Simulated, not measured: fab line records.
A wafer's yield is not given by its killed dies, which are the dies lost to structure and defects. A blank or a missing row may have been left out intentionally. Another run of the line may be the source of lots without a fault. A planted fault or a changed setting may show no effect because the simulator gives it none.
fab line records	flow gf180mcu
record: lots: 5	wafers: 23
route steps=602 shown POLY_GATE@173 HV_LDD@185 NSD@237 PSD@254
startH: hours from the record's opening day to when the first of the lot's shown wafers began	waitH: time in hours since the lot's previous step	" the same as in the row above	L1.1+2: one row covering several wafers at once	- no value present, or no start provided	* or withheld: withheld	< > ~ a bound
route shown NAME@n: a module of which the file shows steps, and the number in the route of the first	usual: mean and standard deviation over wafers with no fault	same: alike in all rows	chamber/n: place in a boat	sites: the reading at each site	_std_site: the values' standard deviation	_edge_site: outer sites' mean less inner sites'	radiusMm: for every site, how far away it sits from the centre of the wafer	mask NAME#n: copy n	behind: the last tool/chamber to shape the wafer	hold: why the lot went on hold/how many hours it stayed there/how the hold came to an end	device: whichever transistor did not switch (one of n, p or np)	end of line: tests run on the same wafers once the route is complete	a step given without rows: its recipe and nothing more	killed: dies that structure and defects cost at the first sort, which is not the same as the wafer's yield	map: per-die view of a wafer (x killed, . not killed, _ where there is no die)
set.NAME: the setting as run; set.NAME@STEP: as run at that earlier step	model.NAME: the simulator's own value behind a step, which no gauge read
lots where settings were altered on purpose, with a table for each step and a row for each wafer
== steps ==
step: GF_POLY_GATE_OXIDATION_16
recipe: tempC: 850	ambient: O2	stabiliseS: 600	purgeS: 300	targetThkA: 40	oxTimeS: 899
lot.wafer	tool	chamber	startH	waitH	set.tempC
L074.3+4+5	furnace-02	0	193.54	0.3	850
L079.1+3+4+5+6	-	-	-	0.0	850
L080.1+2+3+5+6	-	-	-	0.0	850
L081.1+3+4+5+6	-	-	-	0.0	845.6
L082.2+3+4+5+6	-	-	-	0.0	856.5
step: GF_HV_LDD_IMPLANT_09
recipe: species: As	energyKev: 40	doseCm2: 1e+14	tiltDeg: 7
lot.wafer	tool	chamber	startH	waitH	set.energyKev	model.implant.drpNm	model.implant.rpNm
L074.3+4+5	implanter-02	0	212.03	0.1	40	11.92	26.42
L079.1+3+4+5+6	implanter-01	0	249.33	0.0	40	11.92	26.4
L080.1+3+6	implanter-01	0	260.42	0.1	40	11.92	26.56
L080.2+5	"	0	"	"	41.9	12.34	27.56
L081.1+3+5	implanter-04	0	265.27	0.0	40	11.92	26.93
L081.4+6	"	0	"	"	41.32	12.21	27.64
L082.2+5	implanter-04	0	272.75	0.0	36.71	11.17	24.79
L082.3+4+6	"	0	"	"	40	11.92	26.52
step: GF_HV_LDD_STRIP_10
recipe: chemistry: O2/N2	powerW: 1400	pressureMtorr: 1500	platenTempC: 250	o2FlowSccm: 3000	n2FlowSccm: 300	overashFraction: 0.5
step: GF_HV_LDD_TW_MEAS_11
usual: HV_LDD_TW: 2410/18
lot.wafer	tool	chamber	startH	waitH	set.energyKev@HV_LDD_IMPLANT_09	HV_LDD_TW
L074.3	filmMetro-02	-	212.25	0.1	40	2400
L074.4	"	-	"	"	40	2400
L074.5	"	-	"	"	40	2401
L079.1	filmMetro-02	-	249.58	0.1	40	2403
L079.3	"	-	"	"	40	2385
L079.4	"	-	"	"	40	2395
L079.5	"	-	"	"	40	2410
L079.6	"	-	"	"	40	2410
L080.1	filmMetro-03	-	260.67	0.1	40	2407
L080.2	"	-	"	"	41.9	2448
L080.3	"	-	"	"	40	2402
L080.5	"	-	"	"	41.9	2443
L080.6	"	-	"	"	40	2402
L081.1	filmMetro-01	-	265.52	0.1	40	2435
L081.3	"	-	"	"	40	2436
L081.4	"	-	"	"	41.32	2468
L081.5	"	-	"	"	40	2433
L081.6	"	-	"	"	41.32	2464
L082.2	filmMetro-02	-	272.98	0.1	36.71	2354
L082.3	"	-	"	"	40	2395
L082.4	"	-	"	"	40	2397
L082.5	"	-	"	"	36.71	2344
L082.6	"	-	"	"	40	2390
step: GF_HV_LDD_EXPOSE_28
recipe: maskId: Nplus_HV_AREA	targetCdNm: 400	na: 0.6	sourceShape: conventional	sigmaOuter: 0.6	doseMj: 140
lot.wafer	tool	chamber	startH	waitH	mask	set.doseMj
L074.3+4+5	ilineStepper-02	0	-	-	Nplus_HV_AREA#0	140
L079.1+5	ilineStepper-01	0	-	-	Nplus_HV_AREA#0	140
L079.3+4+6	"	0	"	"	Nplus_HV_AREA#0	150.5
L080.1+2+3+5+6	ilineStepper-01	0	-	-	Nplus_HV_AREA#0	140
L081.1+3	ilineStepper-02	0	-	-	Nplus_HV_AREA#0	129.8
L081.4+5+6	"	0	"	"	Nplus_HV_AREA#0	140
L082.2+3+4+5+6	ilineStepper-02	0	-	-	Nplus_HV_AREA#0	140
step: GF_HV_LDD_PEB_29
recipe: tempC: withheld	timeS: *	resist: NOVOLAK
step: GF_HV_LDD_DEVELOP_30
recipe: developTimeS: 60	devTempC: 23
step: GF_HV_LDD_CD_MEAS_31
recipe: targetCdNm: 400
usual: cdNm: 399.4/2.3
lot.wafer	tool	chamber	startH	waitH	set.doseMj@HV_LDD_EXPOSE_28	cdNm
L074.3	cdSem-01	-	249.52	0.1	140	397.3
L074.4	"	-	"	"	140	401.1
L074.5	"	-	"	"	140	399.4
L079.1	cdSem-01	-	286.62	0.1	140	396.0
L079.3	"	-	"	"	150.5	417.6
L079.4	"	-	"	"	150.5	414.6
L079.5	"	-	"	"	140	393.0
L079.6	"	-	"	"	150.5	417.2
L080.1	cdSem-01	-	298.77	0.1	140	394.4
L080.2	"	-	"	"	140	398.1
L080.3	"	-	"	"	140	397.4
L080.5	"	-	"	"	140	398.3
L080.6	"	-	"	"	140	398.0
L081.1	cdSem-01	-	303.58	0.1	129.8	375.8
L081.3	"	-	"	"	129.8	375.5
L081.4	"	-	"	"	140	399.4
L081.5	"	-	"	"	140	399.1
L081.6	"	-	"	"	140	398.1
L082.2	cdSem-02	-	311.93	0.1	140	399.2
L082.3	"	-	"	"	140	398.0
L082.4	"	-	"	"	140	400.3
L082.5	"	-	"	"	140	398.4
L082.6	"	-	"	"	140	398.2
step: GF_HV_LDD_COAT_41
recipe: resist: NOVOLAK	spinRpm: 3000	resistThkNm: 1000
lot.wafer	tool	chamber	startH	waitH	set.resistThkNm	model.NOVOLAK_of_HV_LDD_COAT_41.thkNm
L074.3	lithoTrack-01	0	259.38	0.1	1000	997
L074.4	"	0	"	"	1000	999.5
L074.5	"	0	"	"	1000	1002
L079.1	lithoTrack-04	0	296.67	0.1	954.7	956.9
L079.3	"	0	"	"	1000	1003
L079.4	"	0	"	"	954.7	958.7
L079.5	"	0	"	"	1000	1000
L079.6	"	0	"	"	1000	998.9
L080.1	lithoTrack-04	0	309.62	0.1	1000	1003
L080.2	"	0	"	"	981.3	983.4
L080.3	"	0	"	"	981.3	986.1
L080.5	"	0	"	"	1000	1005
L080.6	"	0	"	"	1000	1004
L081.1	lithoTrack-01	0	314.88	0.1	1000	997
L081.3	"	0	"	"	1000	997.5
L081.4	"	0	"	"	1000	995.9
L081.5	"	0	"	"	1000	995.6
L081.6	"	0	"	"	1000	995.1
L082.2	lithoTrack-03	0	322.59	0.1	1000	1003
L082.3	"	0	"	"	1000	1002
L082.4	"	0	"	"	959	958.2
L082.5	"	0	"	"	959	959
L082.6	"	0	"	"	1000	1001
step: GF_HV_LDD_IMPLANT_48
recipe: species: B	energyKev: 25	doseCm2: 3e+13	tiltDeg: 7
lot.wafer	tool	chamber	startH	waitH	set.doseCm2
L074.3+4+5	implanter-04	0	268.23	0.1	3e+13
L079.1+3+4	implanter-01	0	306.67	0.0	2.85e+13
L079.5+6	"	0	"	"	3e+13
L080.1+2+3	implanter-04	0	320.22	0.0	3.127e+13
L080.5+6	"	0	"	"	3e+13
L081.1+5+6	implanter-04	0	325.27	0.0	3.129e+13
L081.3+4	"	0	"	"	3e+13
L082.2+3+4+5+6	implanter-01	0	332.90	0.0	3e+13
step: GF_HV_LDD_STRIP_49
recipe: chemistry: O2/N2	powerW: 1400	pressureMtorr: 1500	platenTempC: 250	o2FlowSccm: 3000	n2FlowSccm: 300	overashFraction: 0.5
usual: stripTimeToEndpointS: 12.60/0.04
lot.wafer	tool	chamber	startH	waitH	set.resistThkNm@HV_LDD_COAT_41	stripTimeToEndpointS
L074.3	plasmaAsher-02	0	268.37	0.1	1000	12.59
L074.4	"	1	"	"	1000	12.60
L074.5	"	1	"	"	1000	12.63
L079.1	plasmaAsher-01	0	306.82	0.1	954.7	12.11
L079.3	"	0	"	"	1000	12.63
L079.4	"	1	"	"	954.7	12.12
L079.5	"	1	"	"	1000	12.60
L079.6	"	0	"	"	1000	12.59
L080.1	plasmaAsher-01	1	320.37	0.1	1000	12.64
L080.2	"	0	"	"	981.3	12.41
L080.3	"	1	"	"	981.3	12.43
L080.5	"	1	"	"	1000	12.67
L080.6	"	0	"	"	1000	12.66
L081.1	plasmaAsher-03	1	325.42	0.1	1000	12.57
L081.3	"	0	"	"	1000	12.58
L081.4	"	1	"	"	1000	12.56
L081.5	"	1	"	"	1000	12.54
L081.6	"	0	"	"	1000	12.56
L082.2	plasmaAsher-02	0	333.02	0.1	1000	12.64
L082.3	"	0	"	"	1000	12.61
L082.4	"	1	"	"	959	12.12
L082.5	"	0	"	"	959	12.14
L082.6	"	1	"	"	1000	12.60
step: GF_HV_LDD_TW_MEAS_50
usual: HV_LDD_4_TW: 569/4.2
lot.wafer	tool	chamber	startH	waitH	set.doseCm2@HV_LDD_IMPLANT_48	HV_LDD_4_TW
L074.3	filmMetro-02	-	268.45	0.1	3e+13	568
L074.4	"	-	"	"	3e+13	567
L074.5	"	-	"	"	3e+13	568
L079.1	filmMetro-01	-	306.92	0.1	2.85e+13	567
L079.3	"	-	"	"	2.85e+13	566
L079.4	"	-	"	"	2.85e+13	568
L079.5	"	-	"	"	3e+13	577
L079.6	"	-	"	"	3e+13	577
L080.1	filmMetro-03	-	320.47	0.1	3.127e+13	575
L080.2	"	-	"	"	3.127e+13	575
L080.3	"	-	"	"	3.127e+13	573
L080.5	"	-	"	"	3e+13	570
L080.6	"	-	"	"	3e+13	567
L081.1	filmMetro-03	-	325.52	0.1	3.129e+13	575
L081.3	"	-	"	"	3e+13	569
L081.4	"	-	"	"	3e+13	571
L081.5	"	-	"	"	3.129e+13	576
L081.6	"	-	"	"	3.129e+13	577
L082.2	filmMetro-03	-	333.13	0.1	3e+13	565
L082.3	"	-	"	"	3e+13	564
L082.4	"	-	"	"	3e+13	568
L082.5	"	-	"	"	3e+13	568
L082.6	"	-	"	"	3e+13	565
step: GF_HV_LDD_CLEAN_51
recipe: chemistry: SC1/SC2	mix: 1:4:20	tempC: 70	timeS: 150	dry: n2Spin
lot.wafer	tool	chamber	startH	waitH	set.tempC@POLY_GATE_OXIDATION_16	model.SiO2_of_POLY_GATE_OXIDATION_16.thkNm
L074.3	wetBench-04	2	268.49	0.0	850	3.571
L074.4	"	2	"	"	850	3.668
L074.5	"	2	"	"	850	3.619
L079.1	wetBench-04	0	306.98	0.1	850	3.603
L079.3	"	0	"	"	850	3.599
L079.4	"	0	"	"	850	3.578
L079.5	"	0	"	"	850	3.657
L079.6	"	0	"	"	850	3.54
L080.1	wetBench-02	2	320.53	0.1	850	3.652
L080.2	"	2	"	"	850	3.675
L080.3	"	2	"	"	850	3.636
L080.5	"	2	"	"	850	3.593
L080.6	"	2	"	"	850	3.564
L081.1	wetBench-03	2	325.58	0.1	845.6	3.343
L081.3	"	2	"	"	845.6	3.427
L081.4	"	2	"	"	845.6	3.333
L081.5	"	2	"	"	845.6	3.356
L081.6	"	2	"	"	845.6	3.395
L082.2	wetBench-04	2	333.18	0.0	856.5	3.964
L082.3	"	2	"	"	856.5	3.988
L082.4	"	2	"	"	856.5	4.004
L082.5	"	2	"	"	856.5	3.885
L082.6	"	2	"	"	856.5	4.011
step: GF_NSD_COAT_02
recipe: resist: NOVOLAK	spinRpm: 3000	resistThkNm: 1000
lot.wafer	tool	chamber	startH	waitH	set.spinRpm	model.NOVOLAK_of_NSD_COAT_02.thkNm
L074.3	lithoTrack-03	0	281.21	0.1	3000	1001
L074.4	"	0	"	"	3000	998.5
L074.5	"	0	"	"	3000	1000
L079.1+6	lithoTrack-03	0	319.46	0.1	3000	997.6
L079.3+5	"	0	"	"	3000	1000
L079.4	"	0	"	"	3000	996.3
L080.1+2	lithoTrack-01	0	333.78	0.1	2818	1034
L080.3	"	0	"	"	3000	1002
L080.5	"	0	"	"	2818	1033
L080.6	"	0	"	"	3000	1004
L081.1	lithoTrack-01	0	339.48	0.1	3224	960.6
L081.3	"	0	"	"	3224	963.6
L081.4	"	0	"	"	3224	961.5
L081.5	"	0	"	"	3000	997.4
L081.6	"	0	"	"	3000	997.3
L082.2	lithoTrack-01	0	345.50	0.1	3000	1000
L082.3	"	0	"	"	3000	1005
L082.4	"	0	"	"	3000	1003
L082.5	"	0	"	"	2892	1026
L082.6	"	0	"	"	2892	1020
step: GF_NSD_DEVELOP_06
recipe: developTimeS: 60	devTempC: 23
lot.wafer	tool	chamber	startH	waitH	set.developTimeS
L074.3+4+5	lithoTrack-03	0	290.56	0.1	60
L079.1+3+5	lithoTrack-03	0	329.41	0.1	60
L079.4+6	"	0	"	"	67.88
L080.1+3+6	lithoTrack-02	0	343.98	0.1	60
L080.2+5	"	0	"	"	56.63
L081.1+3+4+5+6	lithoTrack-03	0	349.86	0.1	60
L082.2+4+6	lithoTrack-02	0	356.60	0.1	55.67
L082.3+5	"	0	"	"	60
step: GF_NSD_CD_MEAS_07
recipe: targetCdNm: 400
usual: cdNm: 399.8/2.6
lot.wafer	tool	chamber	startH	waitH	set.spinRpm@NSD_COAT_02	set.developTimeS@NSD_DEVELOP_06	cdNm
L074.3	cdSem-02	-	290.70	0.1	3000	60	396.0
L074.4	"	-	"	"	3000	60	398.5
L074.5	"	-	"	"	3000	60	395.7
L079.1	cdSem-02	-	329.56	0.1	3000	60	404.4
L079.3	"	-	"	"	3000	60	403.3
L079.4	"	-	"	"	3000	67.88	417.7
L079.5	"	-	"	"	3000	60	404.0
L079.6	"	-	"	"	3000	67.88	416.1
L080.1	cdSem-02	-	344.13	0.1	2818	60	395.1
L080.2	"	-	"	"	2818	56.63	388.6
L080.3	"	-	"	"	3000	60	397.0
L080.5	"	-	"	"	2818	56.63	390.6
L080.6	"	-	"	"	3000	60	398.7
L081.1	cdSem-02	-	350.04	0.2	3224	60	404.8
L081.3	"	-	"	"	3224	60	404.0
L081.4	"	-	"	"	3224	60	405.7
L081.5	"	-	"	"	3000	60	398.9
L081.6	"	-	"	"	3000	60	399.8
L082.2	cdSem-02	-	356.75	0.1	3000	55.67	392.4
L082.3	"	-	"	"	3000	60	397.8
L082.4	"	-	"	"	3000	55.67	393.0
L082.5	"	-	"	"	2892	60	396.4
L082.6	"	-	"	"	2892	55.67	389.7
step: GF_NSD_IMPLANT_09
recipe: species: As	energyKev: 60	doseCm2: 4e+15	tiltDeg: 7
step: GF_NSD_IMPLANT_10
recipe: species: P	energyKev: 40	doseCm2: 5e+14	tiltDeg: 7
step: GF_NSD_STRIP_11
recipe: chemistry: O2/N2	powerW: 1400	pressureMtorr: 1500	platenTempC: 250	o2FlowSccm: 3000	n2FlowSccm: 311.5	overashFraction: 0.5
usual: stripTimeToEndpointS: 22.95/0.036
lot.wafer	tool	chamber	startH	waitH	set.spinRpm@NSD_COAT_02	stripTimeToEndpointS
L074.3	plasmaAsher-04	0	291.15	0.1	3000	22.95
L074.4	"	1	"	"	3000	22.93
L074.5	"	1	"	"	3000	22.96
L079.1	plasmaAsher-04	0	330.02	0.1	3000	22.93
L079.3	"	1	"	"	3000	22.97
L079.4	"	0	"	"	3000	22.89
L079.5	"	0	"	"	3000	22.97
L079.6	"	1	"	"	3000	22.96
L080.1	plasmaAsher-04	0	344.58	0.1	2818	23.39
L080.2	"	1	"	"	2818	23.35
L080.3	"	0	"	"	3000	23.01
L080.5	"	0	"	"	2818	23.35
L080.6	"	1	"	"	3000	23.01
L081.1	plasmaAsher-02	0	350.49	0.1	3224	22.53
L081.3	"	1	"	"	3224	22.54
L081.4	"	0	"	"	3224	22.54
L081.5	"	1	"	"	3000	22.94
L081.6	"	0	"	"	3000	22.93
L082.2	plasmaAsher-03	1	357.18	0.1	3000	22.96
L082.3	"	0	"	"	3000	23.03
L082.4	"	1	"	"	3000	23.00
L082.5	"	1	"	"	2892	23.26
L082.6	"	0	"	"	2892	23.17
step: GF_PSD_DEVELOP_06
recipe: developTimeS: 60	devTempC: 23
lot.wafer	tool	chamber	startH	waitH	set.developTimeS
L074.3+4+5	lithoTrack-02	0	309.83	0.1	60
L079.1+3+4+5+6	lithoTrack-02	0	351.23	0.1	60
L080.1+2+6	lithoTrack-02	0	365.63	0.1	60
L080.3+5	"	0	"	"	56.34
L081.1+4+6	lithoTrack-04	0	371.22	0.1	60
L081.3+5	"	0	"	"	55.2
L082.2+5	lithoTrack-04	0	377.49	0.1	60
L082.3+4+6	"	0	"	"	52.11
step: GF_PSD_CD_MEAS_07
recipe: targetCdNm: 400
usual: cdNm: 399.9/2.2
lot.wafer	tool	chamber	startH	waitH	set.developTimeS@PSD_DEVELOP_06	cdNm
L074.3	cdSem-01	-	309.97	0.1	60	399.8
L074.4	"	-	"	"	60	397.9
L074.5	"	-	"	"	60	398.9
L079.1	cdSem-01	-	351.38	0.1	60	398.3
L079.3	"	-	"	"	60	395.1
L079.4	"	-	"	"	60	398.0
L079.5	"	-	"	"	60	397.7
L079.6	"	-	"	"	60	396.1
L080.1	cdSem-02	-	365.78	0.1	60	400.9
L080.2	"	-	"	"	60	399.5
L080.3	"	-	"	"	56.34	394.2
L080.5	"	-	"	"	56.34	394.7
L080.6	"	-	"	"	60	399.7
L081.1	cdSem-01	-	371.37	0.1	60	401.9
L081.3	"	-	"	"	55.2	393.0
L081.4	"	-	"	"	60	400.2
L081.5	"	-	"	"	55.2	392.2
L081.6	"	-	"	"	60	401.0
L082.2	cdSem-01	-	377.64	0.1	60	401.0
L082.3	"	-	"	"	52.11	387.3
L082.4	"	-	"	"	52.11	385.8
L082.5	"	-	"	"	60	400.3
L082.6	"	-	"	"	52.11	386.2
step: GF_PSD_IMPLANT_09
recipe: species: BF2	energyKev: 40	doseCm2: 1.5e+15	tiltDeg: 7
lot.wafer	tool	chamber	startH	waitH	set.energyKev	model.implant.rpNm	model.implant.drpNm
L074.3+4+5	implanter-01	0	310.13	0.1	40	30.52	15.87
L079.1+5	implanter-04	0	351.53	0.0	40	30.61	15.87
L079.3+4+6	"	0	"	"	43.17	32.58	16.74
L080.1+3+5	implanter-04	0	365.93	0.0	42.27	32.19	16.5
L080.2+6	"	0	"	"	40	30.77	15.87
L081.1+6	implanter-03	0	371.52	0.0	40	30.68	15.87
L081.3+4+5	"	0	"	"	42.4	32.18	16.53
L082.2+3	implanter-03	0	377.80	0.0	41.13	30.73	16.19
L082.4+5+6	"	0	"	"	40	30.03	15.87
step: GF_PSD_STRIP_10
recipe: chemistry: O2/N2	powerW: 1400	pressureMtorr: 1500	platenTempC: 250	o2FlowSccm: 3000	n2FlowSccm: 300	overashFraction: 0.5
usual: stripTimeToEndpointS: 16.52/0.034
lot.wafer	tool	chamber	startH	waitH	set.energyKev@PSD_IMPLANT_09	stripTimeToEndpointS
L074.3	plasmaAsher-02	1	310.27	0.1	40	16.50
L074.4	"	0	"	"	40	16.50
L074.5	"	1	"	"	40	16.55
L079.1	plasmaAsher-02	0	351.68	0.1	40	16.54
L079.3	"	0	"	"	43.17	16.87
L079.4	"	1	"	"	43.17	16.82
L079.5	"	1	"	"	40	16.59
L079.6	"	0	"	"	43.17	16.87
L080.1	plasmaAsher-02	1	366.08	0.1	42.27	16.80
L080.2	"	0	"	"	40	16.54
L080.3	"	0	"	"	42.27	16.74
L080.5	"	1	"	"	42.27	16.76
L080.6	"	0	"	"	40	16.55
L081.1	plasmaAsher-04	0	371.67	0.1	40	16.55
L081.3	"	1	"	"	42.4	16.78
L081.4	"	0	"	"	42.4	16.76
L081.5	"	1	"	"	42.4	16.73
L081.6	"	0	"	"	40	16.55
L082.2	plasmaAsher-02	1	377.92	0.1	41.13	16.68
L082.3	"	0	"	"	41.13	16.70
L082.4	"	1	"	"	40	16.53
L082.5	"	1	"	"	40	16.56
L082.6	"	0	"	"	40	16.57
step: GF_PSD_TW_MEAS_11
usual: PSD_TW: 3186/19
lot.wafer	tool	chamber	startH	waitH	set.energyKev@PSD_IMPLANT_09	PSD_TW
L074.3	filmMetro-03	-	310.35	0.1	40	3178
L074.4	"	-	"	"	40	3158
L074.5	"	-	"	"	40	3173
L079.1	filmMetro-04	-	351.78	0.1	40	3193
L079.3	"	-	"	"	43.17	3257
L079.4	"	-	"	"	43.17	3259
L079.5	"	-	"	"	40	3201
L079.6	"	-	"	"	43.17	3270
L080.1	filmMetro-01	-	366.18	0.1	42.27	3261
L080.2	"	-	"	"	40	3207
L080.3	"	-	"	"	42.27	3250
L080.5	"	-	"	"	42.27	3262
L080.6	"	-	"	"	40	3207
L081.1	filmMetro-04	-	371.77	0.1	40	3197
L081.3	"	-	"	"	42.4	3241
L081.4	"	-	"	"	42.4	3235
L081.5	"	-	"	"	42.4	3239
L081.6	"	-	"	"	40	3196
L082.2	filmMetro-03	-	378.03	0.1	41.13	3208
L082.3	"	-	"	"	41.13	3171
L082.4	"	-	"	"	40	3175
L082.5	"	-	"	"	40	3171
L082.6	"	-	"	"	40	3188
step: GF_PSD_CLEAN_12
recipe: chemistry: SC1/SC2	mix: 1:4:20	tempC: 70	timeS: 150	dry: n2Spin
step: GF_PSD_RTA_13
recipe: tempC: 1025	timeS: 20	ambient: N2
step: GF_PSD_RS_MEAS_15
recipe: thkMeasGauge: four-point-probe
usual: PSD_RS: 108.59/0.27
lot.wafer	tool	chamber	startH	waitH	set.energyKev@PSD_IMPLANT_09	PSD_RS[ohm/sq]
L074.3	filmMetro-03	-	310.69	0.1	40	108.44
L074.4	"	-	"	"	40	108.73
L074.5	"	-	"	"	40	108.20
L079.1	filmMetro-04	-	352.10	0.1	40	108.53
L079.3	"	-	"	"	43.17	104.90
L079.4	"	-	"	"	43.17	105.03
L079.5	"	-	"	"	40	108.64
L079.6	"	-	"	"	43.17	104.62
L080.1	filmMetro-04	-	366.50	0.1	42.27	105.53
L080.2	"	-	"	"	40	108.23
L080.3	"	-	"	"	42.27	105.36
L080.5	"	-	"	"	42.27	105.53
L080.6	"	-	"	"	40	108.74
L081.1	filmMetro-03	-	372.09	0.1	40	108.56
L081.3	"	-	"	"	42.4	105.42
L081.4	"	-	"	"	42.4	105.79
L081.5	"	-	"	"	42.4	105.71
L081.6	"	-	"	"	40	108.43
L082.2	filmMetro-01	-	378.36	0.1	41.13	107.64
L082.3	"	-	"	"	41.13	107.35
L082.4	"	-	"	"	40	108.95
L082.5	"	-	"	"	40	108.91
L082.6	"	-	"	"	40	108.67
== key ==
split: step: GF_POLY_GATE_OXIDATION_16	setting: tempC	stated: 850	by: lot
response: step: GF_HV_LDD_CLEAN_51	reading: model.SiO2_of_POLY_GATE_OXIDATION_16.thkNm	change: +0.468	per: 1%	r: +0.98
split: step: GF_HV_LDD_IMPLANT_09	setting: energyKev	stated: 40	by: wafer
response: step: GF_HV_LDD_IMPLANT_09	reading: model.implant.drpNm	change: +0.0896	per: 1%	r: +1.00
response: step: GF_HV_LDD_IMPLANT_09	reading: model.implant.rpNm	change: +0.211	per: 1%	r: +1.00
response: step: GF_HV_LDD_TW_MEAS_11	reading: HV_LDD_TW	change: +6.61	per: 1%	r: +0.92
split: step: GF_HV_LDD_EXPOSE_28	setting: doseMj	stated: 140	by: wafer
response: step: GF_HV_LDD_CD_MEAS_31	reading: cdNm	change: +3.05	per: 1%	r: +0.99
split: step: GF_HV_LDD_COAT_41	setting: resistThkNm	stated: 1000	by: wafer
response: step: GF_HV_LDD_COAT_41	reading: model.NOVOLAK_of_HV_LDD_COAT_41.thkNm	change: +9.98	per: 1%	r: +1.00
response: step: GF_HV_LDD_STRIP_49	reading: stripTimeToEndpointS	change: *	per: 1%	r: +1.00
split: step: GF_HV_LDD_IMPLANT_48	setting: doseCm2	stated: 3e+13	by: wafer
response: step: GF_HV_LDD_TW_MEAS_50	reading: HV_LDD_4_TW	change: +1.61	per: 1%	r: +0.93
split: step: GF_NSD_COAT_02	setting: spinRpm	stated: 3000	by: wafer
response: step: GF_NSD_COAT_02	reading: model.NOVOLAK_of_NSD_COAT_02.thkNm	change: -4.95	per: 1%	r: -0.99
response: step: GF_NSD_STRIP_11	reading: stripTimeToEndpointS	change: *	per: 1%	r: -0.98
response: step: GF_NSD_CD_MEAS_07	reading: cdNm	slope: +0.641	per: 1%	togetherWith: developTimeS@NSD_DEVELOP_06	explained: 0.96
split: step: GF_NSD_DEVELOP_06	setting: developTimeS	stated: 60	by: wafer
response: step: GF_NSD_CD_MEAS_07	reading: cdNm	change: +0.978	per: 1%	r: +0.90
split: step: GF_PSD_DEVELOP_06	setting: developTimeS	stated: 60	by: wafer
response: step: GF_PSD_CD_MEAS_07	reading: cdNm	change: +1.05	per: 1%	r: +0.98
split: step: GF_PSD_IMPLANT_09	setting: energyKev	stated: 40	by: wafer
response: step: GF_PSD_IMPLANT_09	reading: model.implant.rpNm	change: +0.249	per: 1%	r: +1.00
response: step: GF_PSD_IMPLANT_09	reading: model.implant.drpNm	change: +0.11	per: 1%	r: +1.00
response: step: GF_PSD_STRIP_10	reading: stripTimeToEndpointS	change: *	per: 1%	r: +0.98
response: step: GF_PSD_TW_MEAS_11	reading: PSD_TW	change: +7.82	per: 1%	r: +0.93
response: step: GF_PSD_RS_MEAS_15	reading: PSD_RS	change: -0.487	per: 1%	r: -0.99
